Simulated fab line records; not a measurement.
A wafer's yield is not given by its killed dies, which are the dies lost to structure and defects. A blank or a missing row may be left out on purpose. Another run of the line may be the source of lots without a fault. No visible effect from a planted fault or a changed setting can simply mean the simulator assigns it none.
A sampling plan put to the test	flow sky130	20 faults told of in these records, all on one fab line, each judged by the records of the lots it struck
Plan = the line's own looks (route steps where a gauge or an inspection reads the wafer without altering it). A look can be judged if struck wafers have a number there and the file gives its usual mean and standard deviation on fault-free wafers. Caught: the struck wafers' mean, at a look after the fault's first step, is 4 or more of those standard deviations (sigma) away from the usual mean. On the tool: the fault's steps, tested the same way using the tool's own readings. Another recipe on the struck wafers, or a record that is blank for them alone, also counts as caught.

## THE FAULTS, as the simulator had put them in
1. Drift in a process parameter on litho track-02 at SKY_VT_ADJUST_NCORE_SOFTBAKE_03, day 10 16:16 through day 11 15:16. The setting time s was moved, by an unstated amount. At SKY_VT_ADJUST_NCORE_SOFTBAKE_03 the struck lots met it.
2. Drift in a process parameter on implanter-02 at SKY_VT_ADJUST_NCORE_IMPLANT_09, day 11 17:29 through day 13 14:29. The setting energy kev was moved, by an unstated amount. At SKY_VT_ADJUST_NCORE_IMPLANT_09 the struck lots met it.
3. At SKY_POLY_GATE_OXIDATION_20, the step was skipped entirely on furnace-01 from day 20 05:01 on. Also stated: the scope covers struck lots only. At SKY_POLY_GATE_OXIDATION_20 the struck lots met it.
4. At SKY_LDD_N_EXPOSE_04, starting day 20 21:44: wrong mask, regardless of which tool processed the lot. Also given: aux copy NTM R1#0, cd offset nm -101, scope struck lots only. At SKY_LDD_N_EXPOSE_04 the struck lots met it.
5. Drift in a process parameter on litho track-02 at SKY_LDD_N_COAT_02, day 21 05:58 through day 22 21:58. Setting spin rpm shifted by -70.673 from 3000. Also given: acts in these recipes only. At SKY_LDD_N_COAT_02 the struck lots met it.
6. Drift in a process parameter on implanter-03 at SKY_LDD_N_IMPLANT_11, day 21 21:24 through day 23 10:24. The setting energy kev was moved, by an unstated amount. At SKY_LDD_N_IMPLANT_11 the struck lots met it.
7. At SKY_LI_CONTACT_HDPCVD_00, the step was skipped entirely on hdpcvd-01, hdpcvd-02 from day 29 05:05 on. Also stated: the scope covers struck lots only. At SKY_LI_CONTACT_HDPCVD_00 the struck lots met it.
8. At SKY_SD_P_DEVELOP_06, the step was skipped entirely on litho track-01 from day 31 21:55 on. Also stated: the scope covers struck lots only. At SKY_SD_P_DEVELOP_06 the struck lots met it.
9. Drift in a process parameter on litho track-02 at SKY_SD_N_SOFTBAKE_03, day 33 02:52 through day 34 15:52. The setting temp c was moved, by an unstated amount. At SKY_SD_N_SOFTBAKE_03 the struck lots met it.
10. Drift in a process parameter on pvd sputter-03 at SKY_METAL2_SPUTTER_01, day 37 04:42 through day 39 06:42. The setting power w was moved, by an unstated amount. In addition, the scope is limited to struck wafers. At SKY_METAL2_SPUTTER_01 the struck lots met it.
11. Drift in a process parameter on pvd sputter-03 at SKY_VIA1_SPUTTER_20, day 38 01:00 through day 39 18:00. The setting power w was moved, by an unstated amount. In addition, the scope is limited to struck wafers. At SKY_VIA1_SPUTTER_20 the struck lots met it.
12. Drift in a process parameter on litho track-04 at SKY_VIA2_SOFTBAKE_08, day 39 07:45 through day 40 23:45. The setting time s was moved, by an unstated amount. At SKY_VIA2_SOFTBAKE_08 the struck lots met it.
13. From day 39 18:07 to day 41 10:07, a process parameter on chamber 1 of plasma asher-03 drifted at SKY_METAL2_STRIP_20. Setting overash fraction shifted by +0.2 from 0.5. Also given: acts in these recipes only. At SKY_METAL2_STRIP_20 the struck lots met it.
14. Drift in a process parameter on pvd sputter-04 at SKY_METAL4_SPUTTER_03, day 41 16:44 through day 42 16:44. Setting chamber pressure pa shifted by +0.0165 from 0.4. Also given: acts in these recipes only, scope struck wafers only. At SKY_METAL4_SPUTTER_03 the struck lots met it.
15. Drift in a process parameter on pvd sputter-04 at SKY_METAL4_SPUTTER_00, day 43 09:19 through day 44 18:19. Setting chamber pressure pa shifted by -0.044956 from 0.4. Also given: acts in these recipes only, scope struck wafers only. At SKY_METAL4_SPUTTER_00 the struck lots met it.
16. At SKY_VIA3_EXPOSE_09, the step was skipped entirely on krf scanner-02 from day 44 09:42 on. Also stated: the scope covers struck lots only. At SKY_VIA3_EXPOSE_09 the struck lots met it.
17. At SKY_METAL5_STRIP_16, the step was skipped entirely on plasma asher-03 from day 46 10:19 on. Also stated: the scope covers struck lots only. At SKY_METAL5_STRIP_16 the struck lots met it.
18. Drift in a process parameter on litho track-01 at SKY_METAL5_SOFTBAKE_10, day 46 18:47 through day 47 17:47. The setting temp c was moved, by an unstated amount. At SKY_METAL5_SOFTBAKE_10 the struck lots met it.
19. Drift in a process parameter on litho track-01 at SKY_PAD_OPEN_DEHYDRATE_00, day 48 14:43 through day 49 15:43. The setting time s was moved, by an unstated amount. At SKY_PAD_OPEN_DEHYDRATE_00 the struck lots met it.
20. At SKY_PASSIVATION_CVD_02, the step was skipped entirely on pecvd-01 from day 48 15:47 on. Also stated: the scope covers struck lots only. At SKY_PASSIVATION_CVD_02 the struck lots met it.

## WHAT THE PLAN SAW
fault	on the tool itself	first look that catches it	reading, sigma	median hours from its first step to that look	hours from the fault's start to the first struck lot there	judged looks passed uncaught
1	heater power total W +53 sigma	not the one look that can be judged after it	-	-	-	1
2	beam energy keV -89 sigma	no look after it can be judged	-	-	-	0
3	the tool's record is blank for the struck wafers	no look after it can be judged	-	-	-	0
4	no reading that can be judged	not the one look that can be judged after it	-	-	-	1
5	spin speed rpm -34 sigma	no look after it can be judged	-	-	-	0
6	beam energy keV -99 or beyond sigma	not the one look that can be judged after it	-	-	-	1
7	the tool's record is blank for the struck wafers	no look after it can be judged	-	-	-	0
8	the tool's record is blank for the struck wafers	not the one look that can be judged after it	-	-	-	1
9	heater power total W +17 sigma	not the one look that can be judged after it	-	-	-	1
10	cathode dc power W -99 or beyond sigma	no look after it can be judged	-	-	-	0
11	cathode dc power W -99 or beyond sigma	no look after it can be judged	-	-	-	0
12	run length s -88 sigma	no look after it can be judged	-	-	-	0
13	under 2 sigma	not the one look that can be judged after it	-	-	-	1
14	chamber pressure pa +20 sigma	no look after it can be judged	-	-	-	0
15	chamber pressure pa -52 sigma	not the one look that can be judged after it	-	-	-	1
16	no reading that can be judged	no look after it can be judged	-	-	-	0
17	the tool's record is blank for the struck wafers	no look after it can be judged	-	-	-	0
18	heater power total W +14 sigma	no look after it can be judged	-	-	-	0
19	run length s +35 sigma	no look after it can be judged	-	-	-	0
20	the tool's record is blank for the struck wafers	no look after it can be judged	-	-	-	0
A dash: this means the fault isn't caught or the number doesn't appear in these records.

Caught at a look: 0 of 20. Caught on the tool: 17 of 20. By one or the other: 17 of 20.
On the tool alone, faults 1, 2, 3, 5, 6, 7, 8, 9, 10, 11, 12, 14, 15, 17, 18, 19, 20 were caught.
Caught by neither: faults 4, 13, 16.
